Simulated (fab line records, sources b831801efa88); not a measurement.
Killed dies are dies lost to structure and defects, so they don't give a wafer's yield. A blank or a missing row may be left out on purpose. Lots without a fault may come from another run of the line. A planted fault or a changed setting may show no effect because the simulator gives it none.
Chamber matching | flow gf180mcu | GF_CONTACT_CVD_02 on pecvd-03: 3 sister chambers
The step deposits SiO2 from TEOS, target thk 860 nm, time 95.992 s. 6 wafers are shown with their chamber, then 7 later ones without.

WAFERS WITH THEIR CHAMBER
wafer  | chamber | heater_power_w (W)
L124.4 | 2       | 618
L127.3 | 1       | 638
L127.4 | 1       | 675
L127.6 | 0       | 713
L132.1 | 0       | 775
L132.2 | 2       | 628

WAFERS WITHOUT THEIR CHAMBER
wafer  | heater_power_w (W)
L132.4 | 668
L139.1 | 733
L139.3 | 625
L139.6 | 655
L142.1 | 656
L142.2 | 657
L142.4 | 714

WHICH CHAMBER EACH WENT THROUGH
wafer  | from the rows above     | in truth
L132.4 | can't be placed: 1 or 2 | 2
L139.1 | 0                       | 0
L139.3 | can't be placed: 2 or 1 | 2
L139.6 | can't be placed: 1 or 2 | 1
L142.1 | can't be placed: 1 or 2 | 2
L142.2 | can't be placed: 1 or 2 | 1
L142.4 | can't be placed: 0 or 1 | 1
Placed correctly: 1 of 7. Can't be placed from these rows: 6 (the true chamber is among the candidates in 6). Placed wrongly: 0.
How it was worked out, from the rows above alone: a wafer's distance from a chamber is the root of the sum, over the readings, of the square of ((its reading less the chamber's mean) divided by the reading's scatter). The wafer belongs to the nearest chamber; if the next one is less than 2 further off, it can't be placed. A chamber's mean is the mean of its shown wafers. The scatter: the root of (the sum of the squares of (reading less its chamber's mean) over the shown wafers, divided by (wafers less chambers)).
